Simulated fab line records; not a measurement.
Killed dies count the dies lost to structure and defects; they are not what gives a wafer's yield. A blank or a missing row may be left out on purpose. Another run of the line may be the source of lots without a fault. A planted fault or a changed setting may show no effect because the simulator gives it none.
fab line records + flow sky130
record
- lots=12
- wafers=36
- last-day=51
route steps=708 shown VT_ADJUST_HVTP@95 VT_ADJUST_LVTN@104 SONOS_ONO@173 PAD_OPEN@708
lots that met no fault: taken from a fault-free run of the same line
start-h: start of the lot's first displayed wafer, in hours after the record's first day + wait-h: hours elapsed since this lot's preceding step + " repeats the value in the row above + L1.1+2: a single row standing in for several wafers + - no value, or no start was given + * or withheld: withheld + < > ~ a bound
route shown NAME@n: NAME is a module with steps in the file, n the number in the route of the first one + usual: mean and standard deviation over wafers with no fault + same: alike in all rows + chamber/n: place in a boat + sites: per-site readings + _std_site: the standard deviation of these + _edge_site: outer sites' mean less inner sites' + radius-mm: how far each site lies from the wafer's centre + mask NAME#n: copy n + behind: the most recent tool/chamber to have shaped the wafer + hold: what put the lot on hold/how long, in hours/how the hold closed + device: transistor that didn't switch, given as n, p or np + end of line: the route-end tests of the same wafers + step lacking rows: just its recipe + killed: count of dies lost to structure and defects at first sort (not the wafer's yield) + map: dies across one wafer; x = killed, . = not, _ = none there
set.NAME: the setting as run; set.NAME@STEP: as run at that earlier step + model.NAME: the simulator's own value behind a step, which no gauge read
route steps across a sampled set of lots; one table per step, one row per wafer
services: from which hour (start-h, from the record's first day; less than 0 if before it) a tool's chamber was out of use, for how many hours, and why
## steps
# step SKY_VT_ADJUST_HVTP_STRIP_10
# recipe
- chemistry=O2/N2
- power-w=1400
- pressure-mtorr=1500
- platen-temp-c=withheld
- o2-flow-sccm=3000
- n2-flow-sccm=300
- overash-fraction=0.5
# usual
- drypump-motor-current-A=5.5/0.54
- n2-flow-sccm=300.0/0.88
- oes-product-au=0.716/0.0041
- strip-time-to-endpoint-s=14.18/0.04
| lot.wafer | tool            | chamber | start-h | wait-h | drypump-motor-current-A | n2-flow-sccm | oes-product-au | rf-hours-counter-h | strip-time-to-endpoint-s |
|-----------|-----------------|---------|---------|--------|-------------------------|--------------|----------------|--------------------|--------------------------|
| L522.1    | plasma-asher-03 | 1       | 121.58  | 0.1    | 5.8                     | 301.3        | 0.717          | 42                 | 14.24                    |
| L522.2    | "               | 0       | "       | "      | 6.3                     | 299.0        | 0.705          | 42                 | 14.27                    |
| L522.4    | "               | 1       | "       | "      | 5.8                     | 299.9        | 0.723          | -                  | 14.25                    |
| L524.1    | plasma-asher-03 | 1       | 141.94  | 0.1    | 5.8                     | 299.9        | 0.711          | 44                 | 14.21                    |
| L524.2    | "               | 0       | "       | "      | 6.3                     | 300.8        | 0.708          | 44                 | 14.23                    |
| L524.4    | "               | 1       | "       | "      | 5.8                     | 299.4        | 0.708          | -                  | 14.22                    |
| L525.3    | plasma-asher-02 | 0       | 149.98  | 0.1    | 5.1                     | 300.5        | 0.720          | -                  | 14.27                    |
| L525.4    | "               | 1       | "       | "      | 5.6                     | 301.4        | 0.720          | -                  | 14.21                    |
| L525.5    | "               | 0       | "       | "      | 5.1                     | 299.4        | 0.711          | -                  | 14.20                    |
| L527.1    | plasma-asher-02 | 0       | 155.34  | 0.1    | 5.1                     | 301.4        | 0.714          | 3                  | 14.21                    |
| L527.3    | "               | 1       | "       | "      | 5.6                     | 299.1        | 0.717          | -                  | 14.20                    |
| L527.4    | "               | 0       | "       | "      | 5.1                     | 299.6        | 0.706          | -                  | 14.17                    |
| L526.3    | plasma-asher-03 | 0       | 155.98  | 0.1    | 6.4                     | 300.0        | 0.717          | -                  | 14.19                    |
| L526.4    | "               | 1       | "       | "      | 5.8                     | 299.6        | 0.721          | -                  | 14.15                    |
| L526.5    | "               | 0       | "       | "      | 6.3                     | 298.6        | 0.714          | -                  | 14.13                    |
| L528.2    | plasma-asher-03 | 0       | 163.08  | 0.1    | 6.3                     | 299.5        | 0.724          | 46                 | 14.16                    |
| L528.3    | "               | 1       | "       | "      | 5.8                     | 299.4        | 0.712          | -                  | 14.16                    |
| L528.6    | "               | 0       | "       | "      | 6.3                     | 299.5        | 0.711          | -                  | 14.15                    |
| L530.2    | plasma-asher-03 | 1       | 172.23  | 0.1    | 5.8                     | 300.5        | 0.722          | 47                 | 14.25                    |
| L530.3    | "               | 1       | "       | "      | 5.8                     | 299.3        | 0.713          | -                  | 14.22                    |
| L530.6    | "               | 0       | "       | "      | 6.3                     | 301.6        | 0.719          | -                  | 14.20                    |
| L531.2    | plasma-asher-04 | 0       | 183.88  | 0.1    | 5.1                     | 301.3        | 0.710          | 50                 | 14.17                    |
| L531.3    | "               | 1       | "       | "      | 4.9                     | 299.8        | 0.717          | -                  | 14.18                    |
| L531.4    | "               | 0       | "       | "      | 5.2                     | 300.9        | 0.719          | -                  | 14.17                    |
| L533.1    | plasma-asher-04 | 0       | 191.34  | 0.1    | 5.2                     | 301.0        | 0.719          | 51                 | 14.18                    |
| L533.2    | "               | 1       | "       | "      | 4.9                     | 300.5        | 0.719          | 51                 | 14.22                    |
| L533.5    | "               | 0       | "       | "      | 5.2                     | 301.0        | 0.715          | -                  | 14.13                    |
| L537.1    | plasma-asher-04 | 1       | 238.03  | 0.1    | 4.8                     | 301.4        | 0.721          | 55                 | 14.17                    |
| L537.3    | "               | 0       | "       | "      | 5.2                     | 299.8        | 0.719          | -                  | 14.17                    |
| L537.4    | "               | 1       | "       | "      | 4.9                     | 301.7        | 0.718          | -                  | 14.14                    |
| L538.2    | plasma-asher-04 | 0       | 238.58  | 0.1    | 5.2                     | 300.2        | 0.712          | 56                 | 14.19                    |
| L538.4    | "               | 0       | "       | "      | 5.2                     | 299.7        | 0.713          | -                  | 14.23                    |
| L538.5    | "               | 0       | "       | "      | 5.2                     | 300.2        | 0.713          | -                  | 14.21                    |
| L545.2    | plasma-asher-02 | 1       | 274.28  | 0.1    | 5.6                     | 299.7        | 0.715          | 15                 | 14.20                    |
| L545.4    | "               | 1       | "       | "      | 5.6                     | 299.0        | 0.717          | -                  | 14.14                    |
| L545.5    | "               | 1       | "       | "      | 5.6                     | 299.1        | 0.713          | -                  | 14.15                    |
# step SKY_VT_ADJUST_LVTN_OVL_MEAS_07
# usual
- VT_ADJUST_LVTN_OVL=-0.8/1.2
| lot.wafer | tool       | chamber | start-h | wait-h | VT_ADJUST_LVTN_OVL[nm] |
|-----------|------------|---------|---------|--------|------------------------|
| L522.1    | overlay-01 | -       | 139.20  | -      | 1.1                    |
| L522.2    | "          | -       | "       | "      | 0.8                    |
| L522.4    | "          | -       | "       | "      | -0.9                   |
| L524.1    | overlay-01 | -       | 160.10  | -      | -1.7                   |
| L524.2    | "          | -       | "       | "      | -0.5                   |
| L524.4    | "          | -       | "       | "      | -1.5                   |
| L525.3    | overlay-02 | -       | 169.97  | -      | -2.0                   |
| L525.4    | "          | -       | "       | "      | -2.6                   |
| L525.5    | "          | -       | "       | "      | -1.6                   |
| L527.1    | overlay-01 | -       | 175.72  | -      | -2.1                   |
| L527.3    | "          | -       | "       | "      | -1.5                   |
| L527.4    | "          | -       | "       | "      | -0.2                   |
| L526.3    | overlay-01 | -       | 176.80  | -      | -1.4                   |
| L526.4    | "          | -       | "       | "      | 0.5                    |
| L526.5    | "          | -       | "       | "      | -0.2                   |
| L528.2    | overlay-01 | -       | 183.89  | -      | -1.5                   |
| L528.3    | "          | -       | "       | "      | -3.2                   |
| L528.6    | "          | -       | "       | "      | -1.7                   |
| L530.2    | overlay-02 | -       | 192.76  | -      | -3.2                   |
| L530.3    | "          | -       | "       | "      | -0.2                   |
| L530.6    | "          | -       | "       | "      | -1.2                   |
| L531.2    | overlay-01 | -       | 205.33  | -      | -1.9                   |
| L531.3    | "          | -       | "       | "      | 1.0                    |
| L531.4    | "          | -       | "       | "      | -0.9                   |
| L533.1    | overlay-01 | -       | 213.09  | -      | 2.4                    |
| L533.2    | "          | -       | "       | "      | 0.2                    |
| L533.5    | "          | -       | "       | "      | 1.3                    |
| L537.1    | overlay-01 | -       | 261.84  | -      | -1.5                   |
| L537.3    | "          | -       | "       | "      | -1.4                   |
| L537.4    | "          | -       | "       | "      | -1.0                   |
| L538.2    | overlay-01 | -       | 262.19  | -      | -0.7                   |
| L538.4    | "          | -       | "       | "      | -0.2                   |
| L538.5    | "          | -       | "       | "      | -2.8                   |
| L545.2    | overlay-02 | -       | 299.86  | -      | -0.9                   |
| L545.4    | "          | -       | "       | "      | -2.1                   |
| L545.5    | "          | -       | "       | "      | -1.2                   |
# step SKY_SONOS_ONO_THK_MEAS_05
# recipe
- reads=SiO2_of_SONOS_ONO_CVD_04
# usual
- SONOS_ONO_CVD_04_THK=5.68/0.11
| lot.wafer | tool          | chamber | start-h | wait-h | SONOS_ONO_CVD_04_THK[nm] |
|-----------|---------------|---------|---------|--------|--------------------------|
| L522.1    | film-metro-03 | -       | 252.99  | 0.0    | 5.78                     |
| L522.2    | "             | -       | "       | "      | 5.71                     |
| L522.4    | "             | -       | "       | "      | 5.73                     |
| L524.1    | film-metro-02 | -       | 278.69  | 0.0    | 5.87                     |
| L524.2    | "             | -       | "       | "      | 5.83                     |
| L524.4    | "             | -       | "       | "      | 5.93                     |
| L525.3    | film-metro-03 | -       | 292.05  | 0.0    | 5.63                     |
| L525.4    | "             | -       | "       | "      | 5.64                     |
| L525.5    | "             | -       | "       | "      | 5.62                     |
| L527.1    | film-metro-01 | -       | 293.80  | 0.0    | 5.76                     |
| L527.3    | "             | -       | "       | "      | 5.72                     |
| L527.4    | "             | -       | "       | "      | 5.69                     |
| L526.3    | film-metro-01 | -       | 299.22  | 0.0    | 5.44                     |
| L526.4    | "             | -       | "       | "      | 5.52                     |
| L526.5    | "             | -       | "       | "      | 5.62                     |
| L528.2    | film-metro-01 | -       | 308.16  | 0.0    | 5.68                     |
| L528.3    | "             | -       | "       | "      | 5.58                     |
| L528.6    | "             | -       | "       | "      | 5.55                     |
| L530.2    | film-metro-02 | -       | 319.40  | 0.0    | 5.72                     |
| L530.3    | "             | -       | "       | "      | 5.72                     |
| L530.6    | "             | -       | "       | "      | 5.72                     |
| L531.2    | film-metro-03 | -       | 332.32  | 0.0    | 5.70                     |
| L531.3    | "             | -       | "       | "      | 5.74                     |
| L531.4    | "             | -       | "       | "      | 5.81                     |
| L533.1    | film-metro-01 | -       | 343.28  | 0.0    | 5.60                     |
| L533.2    | "             | -       | "       | "      | 5.62                     |
| L533.5    | "             | -       | "       | "      | 5.59                     |
| L537.1    | film-metro-01 | -       | 401.03  | 0.0    | 5.96                     |
| L537.3    | "             | -       | "       | "      | 5.95                     |
| L537.4    | "             | -       | "       | "      | 5.82                     |
| L538.2    | film-metro-01 | -       | 404.65  | 0.0    | 5.75                     |
| L538.4    | "             | -       | "       | "      | 5.68                     |
| L538.5    | "             | -       | "       | "      | 5.68                     |
| L545.2    | film-metro-01 | -       | 453.89  | 0.0    | 5.60                     |
| L545.4    | "             | -       | "       | "      | 5.65                     |
| L545.5    | "             | -       | "       | "      | 5.47                     |
# step SKY_SONOS_ONO_STRIP_17
# recipe
- chemistry=O2/N2
- power-w=1400
- pressure-mtorr=1500
- platen-temp-c=withheld
- o2-flow-sccm=3000
- n2-flow-sccm=300
- overash-fraction=0.5
# usual
- drypump-motor-current-A=5.2/0.33
- n2-flow-sccm=300.0/0.91
- oes-product-au=0.710/0.0047
- strip-time-to-endpoint-s=14.09/0.045
| lot.wafer | tool            | chamber | start-h | wait-h | drypump-motor-current-A | n2-flow-sccm | oes-product-au | rf-hours-counter-h | strip-time-to-endpoint-s |
|-----------|-----------------|---------|---------|--------|-------------------------|--------------|----------------|--------------------|--------------------------|
| L522.1    | plasma-asher-01 | 0       | 277.64  | 0.0    | 5.7                     | 300.9        | 0.704          | 48                 | 14.12                    |
| L522.2    | "               | 1       | "       | "      | 4.8                     | 301.1        | 0.712          | 48                 | 14.07                    |
| L522.4    | "               | 0       | "       | "      | 5.7                     | 298.8        | 0.712          | -                  | 14.06                    |
| L524.1    | plasma-asher-04 | 0       | 303.67  | 0.0    | 5.2                     | 298.8        | 0.705          | 61                 | 14.10                    |
| L524.2    | "               | 1       | "       | "      | 4.9                     | 300.7        | 0.711          | 61                 | 14.07                    |
| L524.4    | "               | 0       | "       | "      | 5.2                     | 299.0        | 0.715          | -                  | 14.09                    |
| L525.3    | plasma-asher-04 | 1       | 317.48  | 0.0    | 4.9                     | 299.5        | 0.709          | -                  | 14.04                    |
| L525.4    | "               | 0       | "       | "      | 5.2                     | 299.6        | 0.712          | -                  | 14.04                    |
| L525.5    | "               | 0       | "       | "      | 5.2                     | 300.0        | 0.711          | -                  | 14.02                    |
| L527.1    | plasma-asher-01 | 0       | 319.49  | 0.0    | 5.7                     | 299.5        | 0.706          | 52                 | 14.18                    |
| L527.3    | "               | 1       | "       | "      | 4.9                     | 299.2        | 0.708          | -                  | 14.10                    |
| L527.4    | "               | 0       | "       | "      | 5.7                     | 300.0        | 0.708          | -                  | 14.09                    |
| L526.3    | plasma-asher-04 | 1       | 325.43  | 0.0    | 4.9                     | 300.2        | 0.708          | -                  | 14.02                    |
| L526.4    | "               | 0       | "       | "      | 5.2                     | 300.5        | 0.711          | -                  | 14.06                    |
| L526.5    | "               | 0       | "       | "      | 5.2                     | 300.3        | 0.713          | -                  | 14.02                    |
| L528.2    | plasma-asher-01 | 1       | 334.94  | 0.0    | 4.8                     | 300.7        | 0.719          | 54                 | 14.04                    |
| L528.3    | "               | 1       | "       | "      | 4.8                     | 300.9        | 0.703          | -                  | 14.04                    |
| L528.6    | "               | 0       | "       | "      | 5.7                     | 299.3        | 0.713          | -                  | 14.01                    |
| L530.2    | plasma-asher-04 | 0       | 345.80  | 0.0    | 5.2                     | 300.2        | 0.710          | 65                 | 14.07                    |
| L530.3    | "               | 1       | "       | "      | 4.9                     | 299.2        | 0.709          | -                  | 14.06                    |
| L530.6    | "               | 0       | "       | "      | 5.2                     | 299.9        | 0.711          | -                  | 14.05                    |
| L531.2    | plasma-asher-02 | 0       | 358.76  | 0.0    | 5.1                     | 299.9        | 0.709          | 24                 | 14.05                    |
| L531.3    | "               | 1       | "       | "      | 5.6                     | 300.5        | 0.712          | -                  | 14.09                    |
| L531.4    | "               | 0       | "       | "      | 5.1                     | 301.3        | 0.707          | -                  | 14.06                    |
| L533.1    | plasma-asher-02 | 1       | 371.30  | 0.0    | 5.6                     | 299.4        | 0.711          | 25                 | 14.08                    |
| L533.2    | "               | 0       | "       | "      | 5.2                     | 297.9        | 0.715          | 25                 | 14.08                    |
| L533.5    | "               | 0       | "       | "      | 5.1                     | 298.3        | 0.703          | -                  | 14.10                    |
| L537.1    | plasma-asher-01 | 1       | 430.67  | 0.0    | 4.8                     | 299.3        | 0.864          | 60                 | -                        |
| L537.3    | "               | 1       | "       | "      | 4.8                     | 300.6        | 0.852          | -                  | -                        |
| L537.4    | "               | 0       | "       | "      | 5.7                     | 301.0        | 0.852          | -                  | -                        |
| L538.2    | plasma-asher-02 | 1       | 434.48  | 0.0    | 5.6                     | 299.5        | 0.710          | 32                 | 14.17                    |
| L538.4    | "               | 1       | "       | "      | 5.6                     | 300.7        | 0.718          | -                  | 14.20                    |
| L538.5    | "               | 1       | "       | "      | 5.6                     | 298.8        | 0.708          | -                  | 14.15                    |
| L545.2    | plasma-asher-04 | 1       | 483.82  | 0.0    | 4.9                     | 299.4        | 0.717          | 6                  | 14.06                    |
| L545.4    | "               | 0       | "       | "      | 5.1                     | 298.7        | 0.708          | -                  | 14.08                    |
| L545.5    | "               | 0       | "       | "      | 5.1                     | 300.0        | 0.705          | -                  | 14.13                    |
# step SKY_PAD_OPEN_PROBE_99
# usual
- killed_at_M0_to_M3=44/7.4
- killed_at_M4_up=3.1/1.8
- killed-at-contacts=25/6
- killed-at-front-end=15/4.4
- killed-at-other=0.3/0.49
- killed-dies=88/10
- killed-on-rim=17/3.6
- killed-open=48/7.4
- killed-short=39/6.3
# same
- gross-dies=492
- killed-at-back-side=0
| lot.wafer | tool      | chamber | start-h | wait-h | killed_at_M0_to_M3 | killed_at_M4_up | killed-at-contacts | killed-at-front-end | killed-at-other | killed-dies | killed-on-rim | killed-open | killed-short |
|-----------|-----------|---------|---------|--------|--------------------|-----------------|--------------------|---------------------|-----------------|-------------|---------------|-------------|--------------|
| L530.2    | prober-02 | -       | 1135.00 | 0.1    | 41                 | 2               | 26                 | 18                  | 1               | 88          | 15            | 58          | 30           |
| L530.3    | prober-02 | -       | 1135.05 | 0.2    | 55                 | 5               | 29                 | 17                  | 1               | 107         | 22            | 58          | 49           |
| L530.6    | prober-02 | -       | 1135.20 | 0.2    | 46                 | 3               | 25                 | 13                  | 1               | 88          | 12            | 40          | 48           |
| L537.1    | prober-01 | -       | 1184.65 | 0.1    | 41                 | 5               | 21                 | 425                 | 0               | 492         | 96            | 46          | 34           |
| L537.3    | prober-01 | -       | 1184.75 | 0.2    | 47                 | 4               | 25                 | 416                 | 0               | 492         | 96            | 47          | 47           |
| L537.4    | prober-01 | -       | 1184.80 | 0.2    | 49                 | 4               | 24                 | 415                 | 0               | 492         | 96            | 55          | 51           |
# killed by level:class
L530.2 CONTACT:geometric-particle:open=17 VIA1:geometric-particle:open=12 FIELD_ISO:geometric-particle:open=6 VIA1:geometric-particle:short=6 POLY_GATE:geometric-particle:open=5 METAL1:geometric-particle:short=5 CONTACT:geometric-particle:short=4 METAL2:geometric-particle:short=4
L530.3 CONTACT:geometric-particle:open=11 LI_CONTACT:geometric-particle:open=10 VIA1:geometric-particle:open=10 VIA3:geometric-particle:open=9 METAL1:geometric-particle:short=7 VIA1:geometric-particle:short=7 METAL2:geometric-particle:short=7 VIA2:geometric-particle:open=7
L530.6 VIA1:geometric-particle:open=10 METAL2:geometric-particle:short=8 LI_CONTACT:geometric-particle:open=7 VIA1:geometric-particle:short=7 VIA3:geometric-particle:open=7 LOCAL_INTERCONNECT:geometric-particle:short=6 POLY_GATE:geometric-particle:open=4 CONTACT:geometric-particle:short=4
L537.1 GATE_OXIDE:area-oxidation=412 VIA1:geometric-particle:open=17 CONTACT:geometric-particle:open=7 LI_CONTACT:geometric-particle:open=5 VIA2:geometric-particle:open=5 VIA2:geometric-particle:short=5 LI_CONTACT:geometric-particle:short=4 LOCAL_INTERCONNECT:geometric-particle:short=4
L537.3 GATE_OXIDE:area-oxidation=398 CONTACT:geometric-particle:open=9 LI_CONTACT:geometric-particle:open=8 METAL2:geometric-particle:short=8 VIA2:geometric-particle:open=8 VIA1:geometric-particle:open=7 FIELD_ISO:geometric-particle:open=5 FIELD_ISO:geometric-particle:short=5
L537.4 GATE_OXIDE:area-oxidation=386 FIELD_ISO:geometric-particle:open=10 CONTACT:geometric-particle:open=10 VIA3:geometric-particle:open=8 VIA1:geometric-particle:open=8 FIELD_ISO:geometric-particle:short=6 METAL2:geometric-particle:short=6 VIA2:geometric-particle:open=6
## services
| tool            | chamber | start-h | hours | kind       |
|-----------------|---------|---------|-------|------------|
| plasma-asher-02 | -       | 108.75  | 9.0   | pm         |
| plasma-asher-02 | 0       | 108.75  | 9.0   | vent-cycle |
| plasma-asher-02 | 1       | 108.75  | 9.0   | vent-cycle |
| plasma-asher-02 | -       | 143.17  | 2.8   | pm         |
| plasma-asher-02 | -       | 150.65  | 0.6   | repair     |
| plasma-asher-04 | -       | 154.32  | 3.3   | repair     |
| plasma-asher-04 | -       | 231.91  | 2.8   | repair     |
| plasma-asher-03 | -       | 232.14  | 2.8   | pm         |
| plasma-asher-04 | -       | 255.43  | 2.8   | repair     |
| plasma-asher-03 | -       | 285.02  | 1.4   | repair     |
| plasma-asher-04 | -       | 311.42  | 5.7   | repair     |
| plasma-asher-02 | -       | 318.74  | 1.2   | repair     |
| plasma-asher-01 | -       | 340.67  | 2.8   | pm         |
| plasma-asher-01 | -       | 370.09  | 15.9  | pm         |
| plasma-asher-02 | -       | 395.60  | 0.8   | repair     |
| plasma-asher-01 | -       | 397.68  | 13.3  | repair     |
| plasma-asher-01 | -       | 415.23  | 0.5   | repair     |
| plasma-asher-04 | -       | 421.25  | 9.0   | pm         |
| plasma-asher-04 | 0       | 421.25  | 9.0   | vent-cycle |
| plasma-asher-04 | 1       | 421.25  | 9.0   | vent-cycle |
| plasma-asher-04 | 0       | 430.25  | -     | clean      |
| plasma-asher-04 | 1       | 430.25  | -     | clean      |
| plasma-asher-03 | -       | 456.20  | 14.6  | pm         |
| plasma-asher-04 | -       | 476.36  | 1.3   | repair     |
## key
first-sign
- step=SKY_SONOS_ONO_STRIP_17
- reading=oes-product-au
- direction=up
- sigmas=31
- usual=0.710
- struck=0.856
effect
- step=SKY_PAD_OPEN_PROBE_99
- reading=killed-at-front-end
- direction=up
- sigmas=91
- usual=15
- struck=419
more-kills-born-at
- SKY_GATE_OXIDE_OXIDATION_01@furnace-02=1196
met-at SKY_SONOS_ONO_STRIP_17
struck-lots L537
later-rows-left-out L537.1,L537.3,L537.4
tester-left-out L537
not-acting-at SKY_VT_ADJUST_HVTP_STRIP_10,SKY_VT_ADJUST_LVTN_OVL_MEAS_07,SKY_SONOS_ONO_THK_MEAS_05
onset-between 334.94 430.67
fault
- kind=strip-aborted
- tool=plasma-asher-01
- chamber=-
- onset-h=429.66
- steps=SKY_SONOS_ONO_STRIP_17
- offset=0.89366
- end-h=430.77
# tester-left-out: of these lots the tester's yield and bins aren't shown, on N5 and GAA mostly nor the transistor test; their killed dies are dies lost to structure and defects alone, not to doping, threshold or leakage, so they don't give the yield
# later-rows-left-out: the simulator's readings of these wafers behind a module that went badly wrong aren't trusted and aren't shown, but for the sort
